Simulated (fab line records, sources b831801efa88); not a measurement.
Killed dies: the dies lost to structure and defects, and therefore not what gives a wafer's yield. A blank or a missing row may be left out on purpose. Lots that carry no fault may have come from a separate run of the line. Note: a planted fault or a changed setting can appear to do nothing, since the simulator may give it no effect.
Which of the tools did it? | flow sky130 | 12 lots, 36 wafers sampled, at 1 step of a route of 708

## WHAT EACH GAUGE READ, for each wafer
SKY_VT_ADJUST_PCH_TW_MEAS_10.
lot  | measured     | on            | VT_ADJUST_PCH_TW
L075 | day 10 16:43 | film metro-02 | 143.3 143.2 143.1
L077 | day 11 09:29 | film metro-01 | 142.4 143.2 143.2
L078 | day 12 12:36 | film metro-02 | 142.6 143.7 142.9
L080 | day 12 15:08 | film metro-01 | 143.0 142.9 142.5
L083 | day 13 07:42 | film metro-03 | 140.9 142.0 142.0
L085 | day 13 20:02 | film metro-01 | 142.4 142.6 142.9
L087 | day 14 18:10 | film metro-01 | 142.6 142.2 142.6
L089 | day 15 07:43 | film metro-02 | 143.0 143.7 143.0
L091 | day 15 17:19 | film metro-01 | 142.7 143.4 142.7
L093 | day 16 11:02 | film metro-02 | 143.1 143.2 142.4
L095 | day 16 23:13 | film metro-02 | 142.5 142.2 143.2
L097 | day 17 21:38 | film metro-01 | 141.4 141.7 142.6

## WHAT TOOL EACH LOT RAN ON (gives the tool, then ch and the chambers of the sampled wafers, and finally the start)
Record: no process step prior to these readings.

## THE ANSWER, worked out from the rows above alone
Rule: usual is defined by the lots themselves. The widest of any qualifying gaps counts: lots, ordered by their means at a reading, are off when they make up no more than a third of the lots, leave a main group of 4 or more, and stand apart from it by 3 or more times the standard deviation of that group's means. A main group is skipped when, at the precision printed for the reading in the tables above, its means are all equal. Also off: a lot with no number at a reading for which 4 or more lots have one. The other lots that the step has rows for count as sound.
No lot is off at any reading shown: from this, nothing can be told.

## WHAT WAS PUT IN BY THE SIMULATOR
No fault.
